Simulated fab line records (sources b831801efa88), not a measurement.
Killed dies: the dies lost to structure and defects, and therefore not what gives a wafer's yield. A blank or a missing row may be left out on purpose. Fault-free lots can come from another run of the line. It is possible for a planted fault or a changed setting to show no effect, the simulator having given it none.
A lot that was struck, set against a sound lot    flow sky130    15 out of 708 route steps
Sound: wafers L843.2, L843.4, L843.5. Struck: wafer L846.1 (left out: L846.2, L846.4 of the same lot, which were not struck); the cause appears at the end.
Per side, at each step with rows, come the tool, then ch with its chambers, and then its first start. Under that, the readings that differ: sound wafers    struck wafers    difference of the means    sigmas: that difference in standard deviations of wafers without a fault.
alike: readings whose means differ by less than 2 such deviations, and words and numbers that are the same on both sides. not compared: withheld readings, readings that some wafer has no value for, bounds like >300 that may hide the same value, and numbers for which the record gives no deviation and whose values overlap.
Wherever a step has rows on one side only, a row that says differs or no value, or a row with sigmas, the two part there. Numbers that have no deviation but don't overlap get no sigmas and don't part them. A reading missing from all wafers of one side parts the sides only when that side holds two or more wafers.

first, 8 steps without rows for these wafers: SKY_LI_CONTACT_DEHYDRATE_04 (time 60 s); SKY_LI_CONTACT_HMDS_05 (prime time 60 s); SKY_LI_CONTACT_COAT_06 (resist thk 60 nm); SKY_LI_CONTACT_COAT_07 (resist thk 450 nm); SKY_LI_CONTACT_SOFTBAKE_08 (time 90 s); SKY_LI_CONTACT_EXPOSE_09 (exposes mask LICM1, target cd 170 nm); SKY_LI_CONTACT_PEB_10; SKY_LI_CONTACT_DEVELOP_11 (develop time 60 s).
SKY_LI_CONTACT_CD_MEAS_12 targets a cd of 170 nm.
  sound on cd sem-01, day 31 17:53; struck on cd sem-01, day 32 03:56
  alike: cd nm
SKY_LI_CONTACT_OVL_MEAS_13:
  sound on overlay-02, day 31 18:00; struck on overlay-02, day 32 04:04
  alike: LI_CONTACT_OVL
SKY_LI_CONTACT_ETCH_14: etches BARC in N2/H2, stops on SiO2, time 45.9 s, target depth 60 nm.
  sound on rie diel-03 ch 0,1,3, day 31 18:02; struck on rie diel-01 ch 2, day 32 04:05
reading     sound                struck  difference  sigmas
bias w (W)  99.99 100.11 100.27  99.45   -0.67       -2
  alike: drypump motor current A, oes product au, rf fwd power W, throttle valve pct
  not compared: rf hours counter h
SKY_LI_CONTACT_ETCH_15: etches PSG in C4F8/O2/Ar, stops on Si, target depth 600 nm.
  sound on rie diel-03 ch 0,1,3, day 31 18:04; struck on rie diel-01 ch 2, day 32 04:08
  alike: bias w, oes product au, rf fwd power W
SKY_LI_CONTACT_STRIP_16: strips in O2/N2.
  sound on plasma asher-04 ch 1, day 31 18:09; struck on plasma asher-04 ch 1, day 32 04:13
reading           sound        struck  difference  sigmas
overash fraction  0.5 0.5 0.5  0.7     +0.2        
  alike: drypump motor current A, oes product au, strip time to endpoint s
  not compared: rf hours counter h
then, 1 step without rows for these wafers: SKY_LI_CONTACT_CLEAN_17 (cleans in NMP, time 600 s).
-- record jumps: 16 days separate the struck wafers' starts on either side; left off in module LI_CONTACT, taken up again in module PAD_OPEN, whose first shown step is the route's number 708 --
SKY_PAD_OPEN_PROBE_99:
  sound on prober-01, day 47 19:04; struck on prober-02, day 47 22:49
reading      sound     struck  difference  sigmas
killed dies  87 96 99  72      -22         -2
killed open  57 50 51  38      -15         -2
  alike: killed_at_M0_to_M3, killed_at_M4_up, killed at contacts, killed at front end, killed at other, killed short

## WHERE THEY PART
Earliest at SKY_LI_CONTACT_ETCH_14; latest, in this record, at SKY_PAD_OPEN_PROBE_99.

WHY: what the simulator had put in
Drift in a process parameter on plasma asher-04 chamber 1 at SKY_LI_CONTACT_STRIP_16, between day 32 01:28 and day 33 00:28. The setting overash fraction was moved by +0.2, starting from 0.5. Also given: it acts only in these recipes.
